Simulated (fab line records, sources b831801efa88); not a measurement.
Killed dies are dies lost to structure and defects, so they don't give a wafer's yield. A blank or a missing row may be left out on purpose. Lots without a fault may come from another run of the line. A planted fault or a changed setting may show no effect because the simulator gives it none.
fab line records | flow gf180mcu
record lots=24 wafers=72 last_day=34
route steps=602 shown HV_LDD@226 V1@358 M3@413 V3@443 M4@471 MIM@512
lots that met no fault: from a run of the same line without faults
start_h: hours from the record's first day to the start of the lot's first wafer shown | wait_h: hours since the lot's step before | " the same as in the row above | L1.1+2: a row that stands for several wafers | - no value, or no start given | * or withheld: withheld | < > ~ a bound
route shown NAME@n: a module of which the file shows steps, and the number in the route of the first | usual: mean/standard deviation of fault-free wafers | same: alike in all rows | chamber/n: place in a boat | sites: the reading at each site | _std_site: their standard deviation | _edge_site: outer sites' mean less inner sites' | radius_mm: how far each site lies from the wafer's centre | mask NAME#n: copy n | behind: the tool/chamber that last shaped the wafer | hold: why the lot was held/for how many hours/how that ended | device: the transistor (n, p or np) that didn't switch | end of line: the same wafers' tests at the end of the route | a step without rows: its recipe alone | killed: dies lost to structure and defects at the first sort, not the wafer's yield | map: a wafer's dies, x killed, . not, _ none there
set.NAME: the setting as run; set.NAME@STEP: as run at that earlier step | model.NAME: the simulator's own value behind a step, which no gauge read
steps of the route over a sample of lots; a table a step, a row a wafer
services: from which hour (start_h, from the record's first day; less than 0 if before it) a tool's chamber was out of use, for how many hours, and why
## steps
# step GF_HV_LDD_TW_MEAS_50
# usual HV_LDD_4_TW=565.1/2.8
# columns lot.wafer tool chamber start_h wait_h HV_LDD_4_TW
L074.1 film_metro-04 - 272.13 0.1 565.8
L074.5 " - " " 567.0
L074.6 " - " " 565.3
L075.1 film_metro-01 - 279.46 0.1 560.2
L075.3 " - " " 561.5
L075.4 " - " " 563.6
L076.1 film_metro-01 - 286.26 0.1 561.7
L076.4 " - " " 561.2
L076.6 " - " " 559.9
L077.2 film_metro-04 - 298.14 0.1 564.0
L077.4 " - " " 567.6
L077.6 " - " " 566.8
L078.1 film_metro-01 - 306.71 0.1 561.3
L078.2 " - " " 558.3
L078.3 " - " " 559.7
L079.1 film_metro-01 - 315.22 0.1 563.2
L079.2 " - " " 560.9
L079.3 " - " " 562.4
L080.1 film_metro-03 - 317.66 0.1 565.1
L080.2 " - " " 561.2
L080.6 " - " " 565.2
L081.1 film_metro-01 - 327.06 0.1 563.9
L081.3 " - " " 563.3
L081.4 " - " " 563.4
L082.3 film_metro-01 - 345.04 0.1 571.1
L082.5 " - " " 565.5
L082.6 " - " " 566.9
L083.2 film_metro-04 - 346.05 0.1 564.1
L083.4 " - " " 564.6
L083.6 " - " " 568.1
L084.1 film_metro-04 - 356.95 0.1 566.4
L084.3 " - " " 567.7
L084.4 " - " " 565.9
L085.1 film_metro-01 - 368.27 0.1 564.2
L085.5 " - " " 566.4
L085.6 " - " " 561.0
L086.1 film_metro-01 - 371.50 0.1 565.0
L086.5 " - " " 564.9
L086.6 " - " " 564.9
L087.1 film_metro-01 - 385.72 0.1 568.2
L087.3 " - " " 567.6
L087.5 " - " " 566.8
L088.2 film_metro-01 - 386.98 0.1 567.3
L088.3 " - " " 570.3
L088.4 " - " " 567.2
L089.2 film_metro-01 - 399.16 0.1 569.3
L089.3 " - " " 565.5
L089.4 " - " " 565.5
L090.1 film_metro-04 - 407.33 0.1 563.3
L090.2 " - " " 564.0
L090.5 " - " " 564.6
L091.2 film_metro-04 - 409.81 0.1 564.9
L091.3 " - " " 565.7
L091.5 " - " " 565.1
L092.2 film_metro-03 - 415.36 0.1 568.0
L092.4 " - " " 569.2
L092.5 " - " " 567.3
L093.1 film_metro-03 - 425.10 0.1 566.5
L093.4 " - " " 565.2
L093.6 " - " " 565.0
L094.1 film_metro-03 - 431.52 0.1 563.3
L094.2 " - " " 566.0
L094.3 " - " " 566.5
L095.1 film_metro-03 - 436.87 0.1 564.1
L095.3 " - " " 562.6
L095.5 " - " " 564.3
L096.4 film_metro-01 - 449.55 0.1 569.6
L096.5 " - " " 565.5
L096.6 " - " " 566.8
L097.2 film_metro-01 - 457.48 0.1 566.2
L097.4 " - " " 564.4
L097.6 " - " " 566.9
# step GF_V1_CVD_23
# recipe material=W target_thk_nm=350 time_s=105.05 temp_c=400 pressure_torr=40
# usual heater_power_w=742/56
# same time_s=105.05
# columns lot.wafer tool chamber start_h wait_h heater_power_w
L074.1 cvd_w-01 1 409.42 0.0 692
L074.5 " 1 " " 672
L074.6 " 0 " " 780
L075.1 cvd_w-02 1 418.82 0.0 695
L075.3 " 1 " " 713
L075.4 " 0 " " 815
L076.1 cvd_w-02 0 428.76 0.0 803
L076.4 " 1 " " 716
L076.6 " 0 " " 803
L077.2 cvd_w-02 0 441.67 0.0 819
L077.4 " 1 " " 706
L077.6 " 0 " " 824
L078.1 cvd_w-02 1 452.40 0.0 700
L078.2 " 0 " " 821
L078.3 " 1 " " 702
L079.1 cvd_w-01 0 458.98 0.0 770
L079.2 " 1 " " 678
L079.3 " 0 " " 783
L080.1 cvd_w-01 0 464.59 0.0 781
L080.2 " 1 " " 657
L080.6 " 0 " " 767
L081.1 cvd_w-01 1 475.14 0.0 688
L081.3 " 1 " " 671
L081.4 " 0 " " 763
L082.3 cvd_w-02 0 492.04 0.1 831
L082.5 " 1 " " 703
L082.6 " 0 " " 816
L083.2 cvd_w-01 1 496.02 0.0 671
L083.4 " 0 " " 771
L083.6 " 1 " " 695
L084.1 cvd_w-01 0 505.20 0.0 770
L084.3 " 1 " " 685
L084.4 " 0 " " 782
L085.1 cvd_w-01 1 516.86 0.0 671
L085.5 " 0 " " 775
L085.6 " 1 " " 675
L086.1 cvd_w-01 1 521.17 0.0 688
L086.5 " 1 " " 678
L086.6 " 0 " " 768
L087.1 cvd_w-01 1 535.81 0.0 666
L087.3 " 0 " " 783
L087.5 " 1 " " 672
L088.2 cvd_w-01 1 538.81 0.0 698
L088.3 " 1 " " 688
L088.4 " 0 " " 770
L089.2 cvd_w-02 1 547.51 0.0 698
L089.3 " 0 " " 804
L089.4 " 1 " " 710
L090.1 cvd_w-02 1 556.33 0.0 704
L090.2 " 0 " " 815
L090.5 " 1 " " 714
L091.2 cvd_w-02 1 559.47 0.0 691
L091.3 " 0 " " 813
L091.5 " 0 " " 827
L092.2 cvd_w-01 0 563.73 0.0 778
L092.4 " 1 " " 685
L092.5 " 0 " " 763
L093.1 cvd_w-01 0 573.76 0.0 791
L093.4 " 0 " " 778
L093.6 " 0 " " 762
L094.1 cvd_w-02 1 583.26 0.0 711
L094.2 " 0 " " 801
L094.3 " 0 " " 824
L095.1 cvd_w-02 0 583.66 0.0 862
L095.3 " 1 " " 710
L095.5 " 0 " " 814
L096.4 cvd_w-02 1 595.21 0.0 705
L096.5 " 1 " " 703
L096.6 " 0 " " 816
L097.2 cvd_w-01 0 602.76 0.0 781
L097.4 " 1 " " 668
L097.6 " 1 " " 694
# step GF_M3_SPUTTER_04
# recipe material=TiN target_thk_nm=50 power_w=6500 time_s=41.7 chamber_pressure_pa=0.4
# usual throttle_valve_pct=29.6/1.2
# same time_s=41.7
# columns lot.wafer tool chamber start_h wait_h throttle_valve_pct
L074.1 pvd_sputter-02 - 460.09 0.0 28.6
L074.5 " - " " 30.5
L074.6 " - " " 28.5
L075.1 pvd_sputter-02 - 470.52 0.0 28.8
L075.3 " - " " 29.8
L075.4 " - " " 30.3
L076.1 pvd_sputter-03 - 480.87 0.0 28.5
L076.4 " - " " 28.2
L076.6 " - " " 29.0
L077.2 pvd_sputter-02 - 493.60 0.0 30.0
L077.4 " - " " 28.8
L077.6 " - " " 29.9
L078.1 pvd_sputter-01 - 503.42 0.0 31.1
L078.2 " - " " 31.1
L078.3 " - " " 32.0
L079.1 pvd_sputter-01 - 510.84 0.0 31.3
L079.2 " - " " 30.8
L079.3 " - " " 31.1
L080.1 pvd_sputter-03 - 515.91 0.0 28.5
L080.2 " - " " 31.1
L080.6 " - " " 29.2
L081.1 pvd_sputter-03 - 526.73 0.0 28.7
L081.3 " - " " 28.9
L081.4 " - " " 31.0
L082.3 pvd_sputter-02 - 542.50 0.0 28.4
L082.5 " - " " 28.6
L082.6 " - " " 30.3
L083.2 pvd_sputter-03 - 546.04 0.0 30.9
L083.4 " - " " 28.2
L083.6 " - " " 28.9
L084.1 pvd_sputter-03 - 555.06 0.0 31.1
L084.3 " - " " 29.1
L084.4 " - " " 28.3
L085.1 pvd_sputter-03 - 566.41 0.0 29.0
L085.5 " - " " 28.0
L085.6 " - " " 29.2
L086.1 pvd_sputter-02 - 569.94 0.0 28.4
L086.5 " - " " 30.3
L086.6 " - " " 28.7
L087.1 pvd_sputter-01 - 583.69 0.0 31.1
L087.3 " - " " 30.8
L087.5 " - " " 30.8
L088.2 pvd_sputter-03 - 586.10 0.0 28.6
L088.3 " - " " 28.9
L088.4 " - " " 28.4
L089.2 pvd_sputter-03 - 594.48 0.0 27.9
L089.3 " - " " 29.5
L089.4 " - " " 28.6
L090.1 pvd_sputter-02 - 601.94 0.0 28.4
L090.2 " - " " 30.0
L090.5 " - " " 30.6
L091.2 pvd_sputter-02 - 605.59 0.0 29.9
L091.3 " - " " 28.5
L091.5 " - " " 30.1
L092.2 pvd_sputter-02 - 609.91 0.0 28.4
L092.4 " - " " 30.5
L092.5 " - " " 28.5
L093.1 pvd_sputter-03 - 620.06 0.0 30.7
L093.4 " - " " 29.4
L093.6 " - " " 28.8
L094.1 pvd_sputter-01 - 629.52 0.0 30.8
L094.2 " - " " 30.9
L094.3 " - " " 30.8
L095.1 pvd_sputter-02 - 630.39 0.0 28.5
L095.3 " - " " 30.1
L095.5 " - " " 29.8
L096.4 pvd_sputter-02 - 639.73 0.0 28.2
L096.5 " - " " 30.3
L096.6 " - " " 29.9
L097.2 pvd_sputter-03 - 647.04 0.0 29.2
L097.4 " - " " 28.6
L097.6 " - " " 29.0
# step GF_V3_CD_MEAS_14
# recipe target_cd_nm=260
# usual cd_nm=260.3/1.3
# columns lot.wafer tool chamber start_h wait_h cd_nm
L074.1 cd_sem-01 - 509.11 0.1 260.9
L074.5 " - " " 260.4
L074.6 " - " " 261.1
L075.1 cd_sem-02 - 519.10 0.1 260.4
L075.3 " - " " 261.6
L075.4 " - " " 262.3
L076.1 cd_sem-02 - 529.54 0.1 261.3
L076.4 " - " " 259.6
L076.6 " - " " 261.2
L077.2 cd_sem-01 - 541.12 0.1 262.2
L077.4 " - " " 260.8
L077.6 " - " " 260.4
L078.1 cd_sem-02 - 550.65 0.1 260.1
L078.2 " - " " 260.1
L078.3 " - " " 261.0
L079.1 cd_sem-01 - 558.19 0.1 261.5
L079.2 " - " " 260.7
L079.3 " - " " 261.2
L080.1 cd_sem-01 - 563.34 0.1 260.6
L080.2 " - " " 260.4
L080.6 " - " " 260.2
L081.1 cd_sem-01 - 572.20 0.1 262.4
L081.3 " - " " 263.2
L081.4 " - " " 262.5
L082.3 cd_sem-02 - 587.90 0.1 260.4
L082.5 " - " " 259.9
L082.6 " - " " 259.2
L083.2 cd_sem-02 - 590.98 0.1 260.0
L083.4 " - " " 260.8
L083.6 " - " " 260.6
L084.1 cd_sem-01 - 599.89 0.1 260.3
L084.3 " - " " 258.6
L084.4 " - " " 257.7
L085.1 cd_sem-01 - 610.79 0.1 259.4
L085.5 " - " " 258.8
L085.6 " - " " 257.8
L086.1 cd_sem-02 - 613.41 0.1 260.9
L086.5 " - " " 260.5
L086.6 " - " " 260.6
L087.1 cd_sem-02 - 627.44 0.1 260.5
L087.3 " - " " 259.2
L087.5 " - " " 259.9
L088.2 cd_sem-02 - 628.83 0.1 259.0
L088.3 " - " " 260.1
L088.4 " - " " 257.4
L089.2 cd_sem-01 - 637.21 0.1 261.1
L089.3 " - " " 261.2
L089.4 " - " " 260.9
L090.1 cd_sem-01 - 644.24 0.1 259.5
L090.2 " - " " 259.5
L090.5 " - " " 259.9
L091.2 cd_sem-02 - 646.98 0.1 258.2
L091.3 " - " " 257.8
L091.5 " - " " 258.1
L092.2 cd_sem-01 - 651.91 0.1 261.6
L092.4 " - " " 262.8
L092.5 " - " " 261.9
L093.1 cd_sem-01 - 660.46 0.1 260.6
L093.4 " - " " 261.9
L093.6 " - " " 262.0
L094.1 cd_sem-02 - 669.09 0.1 259.5
L094.2 " - " " 260.2
L094.3 " - " " 259.2
L095.1 cd_sem-02 - 670.79 0.1 259.8
L095.3 " - " " 259.0
L095.5 " - " " 258.3
L096.4 cd_sem-01 - 680.20 0.1 260.0
L096.5 " - " " 259.5
L096.6 " - " " 260.3
L097.2 cd_sem-01 - 686.81 0.1 261.4
L097.4 " - " " 260.9
L097.6 " - " " 259.9
# step GF_M4_OVL_MEAS_15
# usual M4_OVL=-3/5.6
# columns lot.wafer tool chamber start_h wait_h M4_OVL[nm]
L074.1 overlay-02 - 533.52 0.1 -1
L074.5 " - " " -8
L074.6 " - " " 4
L075.1 overlay-01 - 543.51 0.1 -5
L075.3 " - " " -2
L075.4 " - " " -10
L076.1 overlay-01 - 554.21 0.1 -1
L076.4 " - " " 0
L076.6 " - " " -4
L077.2 overlay-01 - 565.37 0.1 -10
L077.4 " - " " -7
L077.6 " - " " -12
L078.1 overlay-01 - 574.26 0.1 -4
L078.2 " - " " 4
L078.3 " - " " -5
L079.1 overlay-02 - 581.42 0.1 -6
L079.2 " - " " -2
L079.3 " - " " -5
L080.1 overlay-02 - 586.16 0.1 8
L080.2 " - " " 0
L080.6 " - " " -1
L081.1 overlay-01 - 595.56 0.1 -2
L081.3 " - " " -1
L081.4 " - " " 6
L082.3 overlay-01 - 610.15 0.1 10
L082.5 " - " " 6
L082.6 " - " " 0
L083.2 overlay-02 - 613.29 0.1 -8
L083.4 " - " " 6
L083.6 " - " " 3
L084.1 overlay-02 - 621.74 0.1 0
L084.3 " - " " -1
L084.4 " - " " -3
L085.1 overlay-01 - 632.49 0.1 -10
L085.5 " - " " -4
L085.6 " - " " -7
L086.1 overlay-02 - 635.71 0.1 9
L086.5 " - " " 2
L086.6 " - " " 0
L087.1 overlay-01 - 648.21 0.1 -8
L087.3 " - " " -2
L087.5 " - " " -5
L088.2 overlay-01 - 651.04 0.1 6
L088.3 " - " " -3
L088.4 " - " " 3
L089.2 overlay-01 - 658.77 0.1 -15
L089.3 " - " " -9
L089.4 " - " " -13
L090.1 overlay-02 - 665.66 0.1 -5
L090.2 " - " " 1
L090.5 " - " " -4
L091.2 overlay-02 - 667.99 0.1 -3
L091.3 " - " " 3
L091.5 " - " " 10
L092.2 overlay-01 - 673.09 0.1 -13
L092.4 " - " " -9
L092.5 " - " " -3
L093.1 overlay-02 - 681.66 0.1 -6
L093.4 " - " " -13
L093.6 " - " " -9
L094.1 overlay-02 - 688.96 0.1 -10
L094.2 " - " " 0
L094.3 " - " " -10
L095.1 overlay-02 - 690.81 0.1 2
L095.3 " - " " 5
L095.5 " - " " 4
L096.4 overlay-01 - 701.30 0.1 -2
L096.5 " - " " -2
L096.6 " - " " 0
L097.2 overlay-02 - 706.37 0.1 -10
L097.4 " - " " -10
L097.6 " - " " -9
# step GF_MIM_SPUTTER_09
# recipe material=TiN target_thk_nm=35 power_w=6500 time_s=29.2 chamber_pressure_pa=0.4
# usual throttle_valve_pct=30.1/1.2
# same time_s=29.2
# columns lot.wafer tool chamber start_h wait_h throttle_valve_pct
L074.1 pvd_sputter-03 - 559.10 0.0 28.2
L074.5 " - " " 28.3
L074.6 " - " " 28.6
L075.1 pvd_sputter-01 - 569.31 0.0 31.0
L075.3 " - " " 31.5
L075.4 " - " " 30.8
L076.1 pvd_sputter-03 - 580.02 0.0 29.1
L076.4 " - " " 30.5
L076.6 " - " " 28.9
L077.2 pvd_sputter-01 - 589.91 0.0 30.8
L077.4 " - " " 30.5
L077.6 " - " " 31.7
L078.1 pvd_sputter-01 - 598.30 0.0 31.0
L078.2 " - " " 31.2
L078.3 " - " " 31.9
L079.1 pvd_sputter-03 - 605.76 0.0 28.4
L079.2 " - " " 30.8
L079.3 " - " " 29.0
L080.1 pvd_sputter-01 - 610.34 0.0 31.8
L080.2 " - " " 31.2
L080.6 " - " " 31.1
L081.1 pvd_sputter-01 - 620.61 0.0 32.1
L081.3 " - " " 31.0
L081.4 " - " " 31.1
L082.3 pvd_sputter-03 - 633.79 0.0 28.8
L082.5 " - " " 29.1
L082.6 " - " " 30.9
L083.2 pvd_sputter-02 - 636.44 0.0 30.2
L083.4 " - " " 30.5
L083.6 " - " " 28.7
L084.1 pvd_sputter-02 - 645.04 0.0 28.6
L084.3 " - " " 29.9
L084.4 " - " " 30.5
L085.1 pvd_sputter-03 - 655.68 0.0 28.2
L085.5 " - " " 28.3
L085.6 " - " " 28.5
L086.1 pvd_sputter-01 - 659.00 0.0 31.2
L086.5 " - " " 30.8
L086.6 " - " " 30.9
L087.1 pvd_sputter-01 - 670.44 0.0 30.7
L087.3 " - " " 31.0
L087.5 " - " " 31.3
L088.2 pvd_sputter-01 - 673.25 0.0 31.3
L088.3 " - " " 32.0
L088.4 " - " " 30.8
L089.2 pvd_sputter-02 - 681.39 0.0 30.3
L089.3 " - " " 28.5
L089.4 " - " " 30.5
L090.1 pvd_sputter-01 - 688.38 0.0 30.8
L090.2 " - " " 31.0
L090.5 " - " " 31.6
L091.2 pvd_sputter-01 - 690.09 0.0 30.8
L091.3 " - " " 30.8
L091.5 " - " " 31.2
L092.2 pvd_sputter-02 - 695.62 0.0 30.4
L092.4 " - " " 28.5
L092.5 " - " " 30.0
L093.1 pvd_sputter-02 - 704.17 0.0 30.5
L093.4 " - " " 28.3
L093.6 " - " " 28.8
L094.1 pvd_sputter-03 - 710.59 0.0 28.9
L094.2 " - " " 29.0
L094.3 " - " " 30.7
L095.1 pvd_sputter-02 - 712.86 0.0 30.0
L095.3 " - " " 28.3
L095.5 " - " " 29.9
L096.4 pvd_sputter-02 - 722.12 0.0 29.8
L096.5 " - " " 30.0
L096.6 " - " " 28.5
L097.2 pvd_sputter-01 - 727.30 0.0 31.1
L097.4 " - " " 31.1
L097.6 " - " " 30.9
## services
# columns tool chamber start_h hours kind
cvd_w-01 - 390.00 14.0 pm
cvd_w-02 0 398.24 6.0 repair
cvd_w-02 - 433.67 0.4 repair
cvd_w-02 - 458.54 6.9 pm
cvd_w-01 - 461.47 1.0 repair
cvd_w-02 - 490.29 1.0 repair
pvd_sputter-02 0 491.82 - consumable_replace:kit
pvd_sputter-02 0 491.82 18.0 scheduled_down
pvd_sputter-02 0 491.82 18.0 vent_cycle
pvd_sputter-03 - 498.31 9.0 repair
pvd_sputter-03 2 512.49 - consumable_replace:kit
pvd_sputter-03 2 512.49 18.0 scheduled_down
pvd_sputter-03 2 512.49 18.0 vent_cycle
pvd_sputter-03 - 543.99 0.9 repair
pvd_sputter-03 - 582.79 2.5 repair
pvd_sputter-02 - 592.74 3.1 repair
pvd_sputter-01 - 603.37 4.8 repair
cvd_w-02 - 607.56 6.0 repair
pvd_sputter-02 3 623.85 - consumable_replace:kit
pvd_sputter-02 3 623.85 18.0 scheduled_down
pvd_sputter-02 3 623.85 18.0 vent_cycle
pvd_sputter-01 - 690.45 11.8 repair
pvd_sputter-01 - 702.50 5.7 repair
pvd_sputter-02 - 714.58 1.0 repair
## key
fault none
